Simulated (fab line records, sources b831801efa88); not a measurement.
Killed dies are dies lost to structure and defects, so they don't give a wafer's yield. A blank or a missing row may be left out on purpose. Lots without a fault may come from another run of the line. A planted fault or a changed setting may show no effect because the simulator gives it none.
Which tool did it? | flow gf180mcu | 6 lots, 18 wafers sampled, at 2 steps of a route of 602

WHAT THE GAUGES READ, wafer by wafer
GF_NWELL_TW_MEAS_11.
lot  | measured    | on            | NWELL_TW
L635 | day 4 20:38 | film_metro-01 | 1553 1557 1563
L639 | day 5 16:42 | film_metro-03 | 1544 1539 1549
L641 | day 6 00:49 | film_metro-01 | 1549 1542 1544
L644 | day 6 18:08 | film_metro-03 | 1534 1529 1536
L646 | day 7 04:19 | film_metro-02 | 1599 1605 1601
L648 | day 7 16:21 | film_metro-01 | 1548 1552 1551

WHICH TOOL RAN EACH LOT (tool, then ch and the chambers of the sampled wafers, then the start)
lot  | GF_STI_ETCH_13
L635 | rie_diel-01 ch 0,1, day 3 09:38
L639 | rie_diel-03 ch 1,2,3, day 4 07:23
L641 | rie_diel-04 ch 2,3, day 4 14:23
L644 | rie_diel-01 ch 2, day 5 06:30
L646 | rie_diel-03 ch 1,3, day 5 16:00
L648 | rie_diel-01 ch 0,1,2, day 6 03:21
- GF_STI_ETCH_13: etches the open film in CHF3/O2, stops on Si, target depth 282.31 nm, time 112.9 s.

THE ANSWER, worked out from the rows above alone
Rule: what is usual is taken from the lots themselves. Put in order of their means at a reading, lots are off if they are a third of the lots or fewer, leave a main group of 4 or more, and stand apart from it by a gap of 3 or more times the standard deviation of the main group's means; of several such gaps the widest counts. A main group whose means are all the same, to the digits that the tables above print for the reading, isn't used. A lot without any number at a reading at which 4 lots or more have one is off too. The other lots that the step has rows for count as sound.
Off: L646, at GF_NWELL_TW_MEAS_11 (NWELL_TW). The main group: mean 1546, standard deviation 8.1.
A tool fits if, at a process step before that reading, it ran every lot that is off, and no sound lot after the first of them. The gauges at GF_NWELL_TW_MEAS_11 are tried like those tools. Can't be told from this: 2 tools fit, rie_diel-03 at GF_STI_ETCH_13, film_metro-02 at GF_NWELL_TW_MEAS_11.

WHAT THE SIMULATOR HAD PUT IN
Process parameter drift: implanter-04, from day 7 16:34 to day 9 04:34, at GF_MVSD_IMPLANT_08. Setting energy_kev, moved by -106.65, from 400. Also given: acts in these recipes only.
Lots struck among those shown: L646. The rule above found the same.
